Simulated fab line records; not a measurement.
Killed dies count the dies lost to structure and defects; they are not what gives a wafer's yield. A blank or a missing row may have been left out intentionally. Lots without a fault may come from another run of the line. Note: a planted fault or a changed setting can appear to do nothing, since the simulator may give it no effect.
Which tool did it?    flow gf180mcu    39 wafers from 13 lots sampled at 4 of the route's 602 steps

WHAT EACH GAUGE READ, for each wafer
GF_V5_BOW_MEAS_05. Usual: for V5_BOW the level is 136 um and the standard deviation is 10.
lot   measured      on             V5_BOW (um)  flag
L774  day 26 12:54  film metro-02  144 141 133  
L781  day 29 02:07  film metro-02  128 140 127  
L782  day 29 05:29  film metro-02  124 123 125  
L783  day 29 13:44  film metro-04  133 140 146  
L785  day 30 02:07  film metro-01  140 149 133  
L787  day 30 15:41  film metro-04  114 133 118  
L789  day 31 05:57  film metro-02  140 138 140  
L790  day 31 07:25  film metro-04  149 144 151  
L791  day 31 13:15  film metro-01  129 121 135  
L793  day 32 02:55  film metro-01  144 142 133  
L794  day 32 05:25  film metro-02  139 135 146  
L795  day 32 14:42  film metro-02  144 147 142  
L796  day 32 17:44  film metro-04  128 146 148  

GF_PASSIVATION_THK_MEAS_01. Usual: for PASSIVATION_CVD_00_THK the level is 998 nm and the standard deviation is 14.
lot   measured      on             PASSIVATION_CVD_00_THK (nm)  flag
L774  day 28 08:01  film metro-01  985 1001 1010                
L781  day 30 17:15  film metro-01  1001 997 1014                
L782  day 30 20:40  film metro-01  985 1016 1007                
L783  day 31 10:34  film metro-03  980 993 1004                 
L785  day 31 16:03  film metro-03  1004 990 1008                
L787  day 32 04:37  film metro-01  981 981 1009                 
L789  day 32 18:24  film metro-01  1003 983 993                 
L790  day 32 19:13  film metro-03  987 999 1021                 
L791  day 33 01:02  film metro-04  985 1007 986                 
L793  day 33 13:07  film metro-03  983 994 987                  
L794  day 33 16:01  film metro-01  1028 1008 1018               
L795  day 34 01:02  film metro-03  1017 1003 1023               
L796  day 34 03:44  film metro-04  987 1001 1002                

TOOL THAT RAN EACH LOT (tool first, then ch and the chambers of the sampled wafers, then the start)
lot   GF_TOP_METAL_STRIP_17                 GF_PASSIVATION_CVD_00
L774  plasma asher-04 ch 0,1, day 28 07:20  pecvd-03 ch 0,1,2, day 28 07:56
L781  plasma asher-01 ch 0,1, day 30 16:39  pecvd-02 ch 0,1,2, day 30 17:09
L782  plasma asher-01 ch 0,1, day 30 20:01  pecvd-03 ch 0,1, day 30 20:35
L783  plasma asher-04 ch 0,1, day 31 09:58  pecvd-03 ch 1,2, day 31 10:30
L785  plasma asher-01 ch 0,1, day 31 15:25  pecvd-04 ch 0,1, day 31 15:59
L787  plasma asher-04 ch 0,1, day 32 03:59  pecvd-02 ch 0,2, day 32 04:31
L789  plasma asher-04 ch 0,1, day 32 17:46  pecvd-04 ch 0,1,2, day 32 18:20
L790  plasma asher-04 ch 1, day 32 18:35    pecvd-03 ch 1,2, day 32 19:08
L791  plasma asher-02 ch 0,1, day 33 00:25  pecvd-04 ch 1,2, day 33 00:57
L793  plasma asher-01 ch 0,1, day 33 12:31  pecvd-02 ch 0,1,2, day 33 13:02
L794  plasma asher-01 ch 0,1, day 33 15:23  pecvd-03 ch 0,1,2, day 33 15:56
L795  plasma asher-02 ch 0,1, day 34 00:23  pecvd-04 ch 0,1,2, day 34 00:58
L796  plasma asher-04 ch 0,1, day 34 03:05  pecvd-02 ch 0,2, day 34 03:39
- GF_TOP_METAL_STRIP_17: strips in O2/N2.
- GF_PASSIVATION_CVD_00: deposits SiO2 from TEOS, target thk 1000 nm, time 111.95 s.

WHAT THE TOOLS THEMSELVES READ (means of the sampled wafers that have a number; where no wafer has one, the mark that the record gives instead)
GF_TOP_METAL_STRIP_17. Usual: chamber pressure mTorr 1500.1 mTorr, standard deviation 1.2; drypump motor current A 5.2 A, standard deviation 0.44; heater power w 313 W, standard deviation 42; o2 flow sccm 2999 sccm, standard deviation 9.5; oes product au 0.710 a.u., standard deviation 0.0042; strip time to endpoint s 12.89 s, standard deviation 0.077.
lot   tool             chamber pressure mTorr (mTorr)  drypump motor current A (A)  heater power w (W)  o2 flow sccm (sccm)  oes product au (a.u.)  strip time to endpoint s (s)  flag
L774  plasma asher-04  1500.2                          4.9                          306                 3008                 0.707                  12.98                         
L781  plasma asher-01  -                               -                            -                   -                    -                      -                             OFF
L782  plasma asher-01  -                               -                            -                   -                    -                      -                             OFF
L783  plasma asher-04  -                               -                            -                   -                    -                      -                             OFF
L785  plasma asher-01  1501.3                          5.1                          281                 3006                 0.709                  12.86                         
L787  plasma asher-04  1499.2                          4.9                          301                 2995                 0.709                  12.98                         
L789  plasma asher-04  1500.7                          5.1                          327                 3004                 0.706                  12.90                         
L790  plasma asher-04  1498.5                          5.3                          358                 3008                 0.713                  13.04                         
L791  plasma asher-02  1500.4                          5.7                          369                 3000                 0.707                  12.84                         
L793  plasma asher-01  1500.0                          5.3                          287                 2995                 0.709                  12.89                         
L794  plasma asher-01  1499.8                          5.1                          280                 2995                 0.708                  12.89                         
L795  plasma asher-02  1500.7                          5.9                          336                 3002                 0.711                  12.84                         
L796  plasma asher-04  1499.9                          5.1                          328                 2998                 0.710                  12.82                         

GF_PASSIVATION_CVD_00. Usual: heater power w reads 630 W (standard deviation 120).
lot   tool      heater power w (W)  flag
L774  pecvd-03  618                 
L781  pecvd-02  718                 
L782  pecvd-03  557                 
L783  pecvd-03  587                 
L785  pecvd-04  637                 
L787  pecvd-02  728                 
L789  pecvd-04  565                 
L790  pecvd-03  640                 
L791  pecvd-04  511                 
L793  pecvd-02  729                 
L794  pecvd-03  607                 
L795  pecvd-04  633                 
L796  pecvd-02  625                 

THE ANSWER, worked out from the rows above alone
Rule: a lot is off if the mean of its wafers that have a number lies more than 3 standard deviations from the usual mean. Also off: a lot with no number at a reading for which 4 or more lots have one. Where the step has rows for the other lots, those lots are counted as sound. Order of review: gauges by route order, followed by the tools' own readings, for which a lot's mean as printed above is used. At the first step where some lot is off, the reading lying furthest off is the one used; lots without a number count as furthest.
Off: L781, L782, L783, at GF_TOP_METAL_STRIP_17 (chamber pressure mTorr). Without a number there: L781, L782, L783.
If a tool, at that step or one of the process steps before it, ran each lot that is off and ran no sound lot following the first of them, it fits. Not one of the candidates tried fits.

WHAT THE SIMULATOR HAD PUT IN
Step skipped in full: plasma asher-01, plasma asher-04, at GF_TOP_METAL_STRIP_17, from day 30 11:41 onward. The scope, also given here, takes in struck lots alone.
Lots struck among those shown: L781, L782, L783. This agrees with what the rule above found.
